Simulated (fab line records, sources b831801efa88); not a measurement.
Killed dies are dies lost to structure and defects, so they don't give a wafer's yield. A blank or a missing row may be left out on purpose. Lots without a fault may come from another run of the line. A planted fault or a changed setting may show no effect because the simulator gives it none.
Which tool did it? | flow gf180mcu | 12 lots, 36 wafers sampled, at 4 steps of a route of 602

WHAT THE GAUGES READ, wafer by wafer
GF_V2_THK_MEAS_03.
lot  | measured     | on            | V2_CVD_02_THK (nm)
L798 | day 20 06:00 | film_metro-01 | 858 854 848
L800 | day 20 11:24 | film_metro-02 | 822 838 845
L802 | day 21 15:56 | film_metro-02 | 842 854 844
L804 | day 22 03:22 | film_metro-04 | 842 842 855
L812 | day 24 14:52 | film_metro-02 | 841 842 861
L813 | day 25 00:01 | film_metro-01 | 846 849 860
L814 | day 25 09:31 | film_metro-04 | 844 840 866
L815 | day 25 12:41 | film_metro-04 | 853 856 847
L816 | day 25 17:42 | film_metro-02 | 838 865 844
L818 | day 26 13:34 | film_metro-01 | 862 858 873
L819 | day 26 15:33 | film_metro-04 | 841 846 864
L820 | day 26 20:02 | film_metro-02 | 835 857 856

GF_V2_CD_MEAS_14: target cd 260 nm.
lot  | measured     | on        | cd_nm (nm)
L798 | day 21 06:22 | cd_sem-01 | 259.7 260.8 259.8
L800 | day 21 12:27 | cd_sem-01 | 258.6 257.3 259.0
L802 | day 22 15:31 | cd_sem-02 | 268.6 268.7 270.0 268.9 269.0 269.8
L804 | day 23 02:23 | cd_sem-02 | 267.4 268.7 267.2 267.2 268.4 267.2
L812 | day 25 12:37 | cd_sem-02 | 259.0 259.8 259.4
L813 | day 25 21:52 | cd_sem-01 | 260.7 261.5 260.7
L814 | day 26 06:30 | cd_sem-01 | 260.2 260.3 259.3
L815 | day 26 09:38 | cd_sem-02 | 261.6 261.5 261.2
L816 | day 26 14:27 | cd_sem-01 | 259.4 260.3 259.1
L818 | day 27 09:28 | cd_sem-02 | 257.3 259.6 258.4
L819 | day 27 12:13 | cd_sem-02 | 259.9 260.6 260.0
L820 | day 27 16:49 | cd_sem-01 | 259.3 260.0 260.0

WHICH TOOL RAN EACH LOT (tool, then ch and the chambers of the sampled wafers, then the start)
lot  | GF_V1_CVD_23                  | GF_V2_SOFTBAKE_10
L798 | cvd_w-01 ch 0,1, day 19 03:40 | litho_track-02 ch 0, day 20 18:00
L800 | cvd_w-01 ch 0,1, day 19 09:44 | litho_track-02 ch 0, day 21 00:00
L802 | cvd_w-02 ch 0,1, day 20 14:29 | litho_track-02 ch 0, day 22 03:00
L804 | cvd_w-01 ch 0,1, day 21 01:36 | litho_track-02 ch 0, day 22 15:00
L812 | cvd_w-02 ch 0,1, day 23 14:55 | litho_track-03 ch 0, day 25 01:00
L813 | cvd_w-01 ch 0,1, day 24 00:26 | litho_track-03 ch 0, day 25 11:00
L814 | cvd_w-02 ch 0,1, day 24 10:20 | litho_track-02 ch 0, day 25 20:00
L815 | cvd_w-02 ch 0,1, day 24 13:40 | litho_track-02 ch 0, day 25 23:00
L816 | cvd_w-01 ch 0,1, day 24 19:08 | litho_track-02 ch 0, day 26 04:00
L818 | cvd_w-02 ch 0,1, day 25 14:32 | litho_track-04 ch 0, day 26 23:00
L819 | cvd_w-02 ch 0,1, day 25 17:41 | litho_track-03 ch 0, day 27 01:00
L820 | cvd_w-02 ch 0,1, day 25 21:34 | litho_track-04 ch 0, day 27 06:00
- GF_V1_CVD_23: deposits W, target thk 350 nm, time 105.05 s.
- GF_V2_SOFTBAKE_10: time 60 s.

WHAT THE TOOLS THEMSELVES READ (means of the sampled wafers that have a number; where no wafer has one, the mark that the record gives instead)
GF_V1_CVD_23.
lot  | tool     | chamber_pressure_Torr (Torr) | heater_power_w (W)
L798 | cvd_w-01 | 40.09                        | 883
L800 | cvd_w-01 | 40.01                        | 918
L802 | cvd_w-02 | 40.02                        | 739
L804 | cvd_w-01 | 40.05                        | 920
L812 | cvd_w-02 | 39.92                        | 743
L813 | cvd_w-01 | 40.03                        | 882
L814 | cvd_w-02 | 39.94                        | 732
L815 | cvd_w-02 | 40.01                        | 758
L816 | cvd_w-01 | 39.98                        | 937
L818 | cvd_w-02 | 39.93                        | 779
L819 | cvd_w-02 | 40.04                        | 753
L820 | cvd_w-02 | 40.03                        | 737

GF_V2_SOFTBAKE_10.
lot  | tool           | exhaust_pa (Pa) | heater_power_total_W (W) | plate_temp_C (C)
L798 | litho_track-02 | 43.9            | 93.03                    | 130.05
L800 | litho_track-02 | 45.4            | 93.10                    | 129.98
L802 | litho_track-02 | 44.9            | 95.52                    | 132.72
L804 | litho_track-02 | 45.2            | 95.49                    | 132.67
L812 | litho_track-03 | 46.1            | 93.09                    | 130.09
L813 | litho_track-03 | 44.5            | 93.09                    | 129.93
L814 | litho_track-02 | 45.5            | 93.06                    | 130.03
L815 | litho_track-02 | 45.3            | 93.09                    | 130.00
L816 | litho_track-02 | 43.9            | 93.06                    | 129.80
L818 | litho_track-04 | 45.0            | 93.01                    | 129.98
L819 | litho_track-03 | 45.2            | 93.02                    | 129.95
L820 | litho_track-04 | 45.0            | 93.08                    | 130.19

THE ANSWER, worked out from the rows above alone
Rule: what is usual is taken from the lots themselves. Put in order of their means at a reading, lots are off if they are a third of the lots or fewer, leave a main group of 4 or more, and stand apart from it by a gap of 3 or more times the standard deviation of the main group's means; of several such gaps the widest counts. A main group whose means are all the same, to the digits that the tables above print for the reading, isn't used. A lot without any number at a reading at which 4 lots or more have one is off too. The other lots that the step has rows for count as sound. The gauges are gone through in route order, then the tools' own readings, and for those a lot's mean is taken as printed above. The first step at which some lot is off is used, and at that step the reading that is off furthest; a lot without a number counts as furthest.
Off: L802, L804, at GF_V2_CD_MEAS_14 (cd_nm). The main group: mean 259.8 nm, standard deviation 0.93.
A tool fits if, at a process step before that reading, it ran every lot that is off, and no sound lot after the first of them. The gauges at GF_V2_CD_MEAS_14 aren't tried: what is off there is off at GF_V2_SOFTBAKE_10 too, on other tools, and a gauge's error can't cause that. None of those tried fits.

WHAT THE SIMULATOR HAD PUT IN
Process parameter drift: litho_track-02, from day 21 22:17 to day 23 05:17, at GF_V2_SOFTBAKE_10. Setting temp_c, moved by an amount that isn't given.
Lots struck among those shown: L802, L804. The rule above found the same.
